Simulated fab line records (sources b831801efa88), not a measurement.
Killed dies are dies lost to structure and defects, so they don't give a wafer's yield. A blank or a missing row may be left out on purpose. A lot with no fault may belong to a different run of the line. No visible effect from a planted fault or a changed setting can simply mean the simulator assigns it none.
Which of the tools did it? :: flow gf180mcu :: 18 wafers from 6 lots sampled at 2 of the route's 602 steps

WHAT THE GAUGES SHOWED, per wafer
GF_STI_THK_MEAS_04.
lot: L236
measured: day 1 19:55
on: filmMetro-03
STI_CVD_03_THK (nm): 205.0 205.7 207.1

lot: L239
measured: day 2 10:31
on: filmMetro-01
STI_CVD_03_THK (nm): 204.2 205.8 205.4

lot: L243
measured: day 3 06:22
on: filmMetro-02
STI_CVD_03_THK (nm): 204.9 205.8 204.2

lot: L251
measured: day 4 22:28
on: filmMetro-01
STI_CVD_03_THK (nm): 240.4 241.4 242.0 240.7 241.3 241.7

lot: L253
measured: day 5 08:19
on: filmMetro-02
STI_CVD_03_THK (nm): 239.0 240.5 241.0 239.1 240.1 241.0

lot: L256
measured: day 5 22:34
on: filmMetro-01
STI_CVD_03_THK (nm): 204.7 205.7 203.7

WHICH TOOL RAN EACH LOT (tool, then ch and the chambers of the sampled wafers, then the start)
lot: L236
GF_STI_CVD_03: lpcvd-02 ch 1, day 1 17:55

lot: L239
GF_STI_CVD_03: lpcvd-01 ch 0, day 2 08:31

lot: L243
GF_STI_CVD_03: lpcvd-02 ch 0, day 3 04:22

lot: L251
GF_STI_CVD_03: lpcvd-02 ch 0, day 4 20:29

lot: L253
GF_STI_CVD_03: lpcvd-02 ch 1, day 5 06:19

lot: L256
GF_STI_CVD_03: lpcvd-01 ch 0, day 5 20:34
- GF_STI_CVD_03: deposits Si3N4 from DCS/NH3, target thk 207.16 nm, time 3551 s.

THE ANSWER, worked out from the rows above alone
Rule: usual is defined by the lots themselves. Put in order of their means at a reading, lots are off if they are a third of the lots or fewer, leave a main group of 4 or more, and stand apart from it by a gap of 3 or more times the standard deviation of the main group's means; of several such gaps the widest counts. A main group is skipped when, at the precision printed for the reading in the tables above, its means are all equal. A lot without any number at a reading at which 4 lots or more have one is off too. Any other lot the step has rows for is counted as sound.
Off: at GF_STI_THK_MEAS_04 (STI_CVD_03_THK), L251, L253. Mean 205.2 nm and standard deviation 0.46 in the main group.
If a tool, at a process step before that reading, ran all the lots that are off and no sound lot after the first of them, it fits. Those tools and the gauges at GF_STI_THK_MEAS_04 are tried in the same way. One candidate fits, namely lpcvd-02 at GF_STI_CVD_03. Its last sound lot is L243 (day 3 04:22), its first lot that is off L251 (day 4 20:29): a fault that began between those two fits.

WHAT THE SIMULATOR HAD PUT IN
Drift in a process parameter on lpcvd-02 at GF_STI_CVD_03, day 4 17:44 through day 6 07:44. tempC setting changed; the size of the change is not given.
Struck lots among those shown: L251, L253. The rule above found the same.
